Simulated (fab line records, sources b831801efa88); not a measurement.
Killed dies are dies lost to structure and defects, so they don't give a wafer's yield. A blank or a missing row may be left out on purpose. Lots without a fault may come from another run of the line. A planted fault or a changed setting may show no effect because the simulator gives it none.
Chamber matching | flow gf180mcu | GF_CONTACT_CMP_04 on cmp-01: 4 sister chambers
The step polishes SiO2. 4 wafers are shown with their chamber, then 8 later ones without.

WAFERS WITH THEIR CHAMBER
wafer  | chamber | motor_current_A (A)
L288.4 | 1       | 12.8
L289.1 | 2       | 14.0
L289.2 | 0       | 11.6
L290.1 | 3       | 11.9

WAFERS WITHOUT THEIR CHAMBER
wafer  | motor_current_A (A)
L290.3 | 13.8
L290.4 | 12.1
L299.1 | 11.3
L299.4 | 11.8
L299.5 | 13.9
L306.1 | 12.3
L306.3 | 11.8
L306.4 | 12.6

WHICH CHAMBER EACH WENT THROUGH
wafer  | from the rows above          | in truth
L290.3 | 2                            | 2
L290.4 | can't be placed: 3 or 0      | 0
L299.1 | can't be placed: 0 or 3      | 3
L299.4 | can't be placed: 3 or 0      | 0
L299.5 | 2                            | 2
L306.1 | can't be placed: 3 or 1 or 0 | 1
L306.3 | can't be placed: 3 or 0      | 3
L306.4 | 1                            | 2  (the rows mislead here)
Placed correctly: 2 of 8. Can't be placed from these rows: 5 (the true chamber is among the candidates in 5). Placed wrongly: 1.
How it was worked out, from the rows above alone: a wafer's distance from a chamber is the root of the sum, over the readings, of the square of ((its reading less the chamber's mean) divided by the reading's scatter). The wafer belongs to the nearest chamber; if the next one is less than 2 further off, it can't be placed. A chamber's mean is the mean of its shown wafers. The scatter: with one shown wafer a chamber, the root of the mean of the squares of how far each hidden wafer lies from its nearest shown one.
